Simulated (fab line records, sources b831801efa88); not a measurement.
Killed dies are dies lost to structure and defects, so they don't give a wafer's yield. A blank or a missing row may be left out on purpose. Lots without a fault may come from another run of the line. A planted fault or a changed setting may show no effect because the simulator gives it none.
A struck lot beside a sound one | flow sky130 | 16 steps out of a route of 708
Sound: wafers L165.1, L165.4, L165.6. Struck: wafers L160.4, L160.5, L160.6. The cause comes at the end.
At each step with rows: each side's tool, then ch and its chambers, then its first start. Under that, the readings that differ: sound wafers | struck wafers | difference of the means | sigmas: that difference in standard deviations of wafers without a fault.
alike: readings whose means differ by less than 2 such deviations, and words and numbers that are the same on both sides. not compared: withheld readings, readings that some wafer has no value for, bounds like >300 that may hide the same value, and numbers for which the record gives no deviation and whose values overlap.
The two part at a step that has a row with sigmas, a row that says differs or no value, or rows on one side only. Numbers that don't overlap but have no deviation are shown without sigmas and don't part them. A reading that every wafer of one side lacks parts them only if that side has two wafers or more.

first, 9 steps without rows for these wafers: SKY_CAPM_CLEAN_17 (cleans in O3/DIW); SKY_METAL3_DEHYDRATE_05 (time 60 s); SKY_METAL3_HMDS_06 (prime time 60 s); SKY_METAL3_COAT_07 (resist thk 60 nm); SKY_METAL3_COAT_08 (resist thk 1140 nm); SKY_METAL3_SOFTBAKE_09 (time 90 s); SKY_METAL3_EXPOSE_10 (exposes mask MM3, target cd 300 nm); SKY_METAL3_PEB_11; SKY_METAL3_DEVELOP_12 (develop time 60 s).
SKY_METAL3_CD_MEAS_13: target cd 300 nm.
  sound on cd_sem-02, day 43 00:22; struck on cd_sem-02, day 41 21:32
  alike: cd_nm
SKY_METAL3_OVL_MEAS_14:
  sound on overlay-02, day 43 00:29; struck on overlay-02, day 41 21:37
  alike: METAL3_OVL
SKY_METAL3_DESCUM_15: chemistry O2, time 8 s.
  sound on rie_metal-01 ch 1, day 43 00:32; struck on rie_metal-02 ch 0,1, day 41 21:38
  alike: drypump_motor_current_A, oes_product_au
  not compared: rf_hours_counter_h
SKY_METAL3_ETCH_16: etches BARC in N2/H2, stops on SiO2, time 88.2 s, target depth 60 nm.
  sound on rie_metal-01 ch 1, day 43 00:34; struck on rie_metal-02 ch 0,1, day 41 21:41
  reading                                       | sound             | struck            | difference | sigmas
  oes_product_au (a.u.)                         | 0.629 0.623 0.622 | 0.592 0.590 0.587 | -0.035     | -7
  run_length_s (s)                              | 117.5 117.9 117.2 | 130.5 130.8 130.3 | +13.0      | +33
  model.KrF-thick_of_METAL3_COAT_08.thk_nm (nm) | 1075 1070 1072    | 1064 1061 1060    | -11        |
  model.METAL3.cd_nm (nm)                       | 303.3 303.2 300.2 | 294.8 296.3 298.6 | -5.7       |
  model.SiO2_of_CAPM_CVD_00.thk_nm (nm)         | 15.7 16.06 15.84  | 15.16 14.96 15.03 | -0.82      |
  alike: drypump_motor_current_A, throttle_valve_pct
  not compared: rf_hours_counter_h
SKY_METAL3_ETCH_17: etches SiO2 in C4F8/O2/Ar, stops on TiN, time 3.9 s, target depth 15 nm.
  sound on rie_diel-02 ch 1,2,3, day 43 00:40; struck on rie_diel-01 ch 2,3, day 41 21:46
  reading                  | sound             | struck            | difference | sigmas
  oes_product_au (a.u.)    | 0.763 0.771 0.757 | 0.743 0.745 0.750 | -0.018     | -3
  model.METAL3.cd_nm (nm)  | 303.3 303.3 300.1 | 294.7 296.4 298.5 | -5.7       |
  model.etch.depth_nm (nm) | 15.7 16.06 15.84  | 15.16 14.96 15.03 | -0.82      |
  not compared: rf_hours_counter_h
SKY_METAL3_METAL_ETCH_18: etches the open film in Cl2/BCl3, stops on SiO2, target depth 845 nm, time 183.1 s.
  sound on rie_metal-04 ch 0,1, day 43 00:41; struck on rie_metal-04 ch 0,1, day 41 21:50
  alike: drypump_motor_current_A, mfc_cl2_sccm, oes_product_au, run_length_s, throttle_valve_pct
  not compared: rf_hours_counter_h
then, 1 step without rows for these wafers: SKY_PAD_OPEN_PROBE_99.

WHERE THEY PART
First at SKY_METAL3_ETCH_16; last, within this record, at SKY_METAL3_ETCH_17. Later steps at which nothing parts them and some readings are alike: SKY_METAL3_METAL_ETCH_18.

WHY: what the simulator had put in
Process parameter drift: rie_metal-02, from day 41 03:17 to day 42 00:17, at SKY_METAL3_ETCH_16. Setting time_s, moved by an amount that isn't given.
